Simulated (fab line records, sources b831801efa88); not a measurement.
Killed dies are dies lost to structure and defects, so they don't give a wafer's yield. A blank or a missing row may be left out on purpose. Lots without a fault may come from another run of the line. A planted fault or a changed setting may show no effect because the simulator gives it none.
One fault seen from 2 desks | flow gf180mcu | each desk has only its own numbers; what lay behind them comes last

THE TOOL OWNER'S DESK: pvd_sputter-02
The tool's own readings at GF_M4_SPUTTER_02 (material AlCu, target thk 450 nm, time 23.9 s): means of the sampled wafers that have a number, for each lot that ran on this tool. A lot is out of limits, marked OUT, if its mean lies more than 4 standard deviations from the usual mean; the brackets give that distance.
Columns: A = throttle_valve_pct at GF_M4_SPUTTER_02, usual 29.7 %
lot  | first seen here | A
L397 | day 23 07:31    | 29.1
L409 | day 27 19:12    | 28.4
L410 | day 28 00:00    | 28.4
This desk's finding: nothing out of limits on any of the 3 lots.

THE METROLOGY DESK
What the gauges read, lot by lot, whatever tool the lot ran on: means of the sampled wafers that have a number. A lot is out of limits, marked OUT, if its mean lies more than 4 standard deviations from the usual mean; the brackets give that distance.
Columns: A = V3_W_RS at GF_V3_RS_MEAS_24, usual 0.325 ohm/sq; B = V3_W_THK at GF_V3_THK_MEAS_25, usual 356 nm
lot  | first seen here | A     | B
L397 | day 23 06:54    | 0.330 | 356
L400 | day 24 09:36    | 0.318 | 365
L409 | day 27 18:35    | 0.330 | 351
L410 | day 27 23:23    | 0.317 | 364
L414 | day 28 17:07    | 0.327 | 352
L415 | day 28 21:20    | 0.327 | 352
This desk's finding: nothing out of limits on any of the 6 lots.

PUT TOGETHER
The tool owner's desk saw nothing out of limits.
The metrology desk saw nothing out of limits.

WHAT THE SIMULATOR HAD PUT IN
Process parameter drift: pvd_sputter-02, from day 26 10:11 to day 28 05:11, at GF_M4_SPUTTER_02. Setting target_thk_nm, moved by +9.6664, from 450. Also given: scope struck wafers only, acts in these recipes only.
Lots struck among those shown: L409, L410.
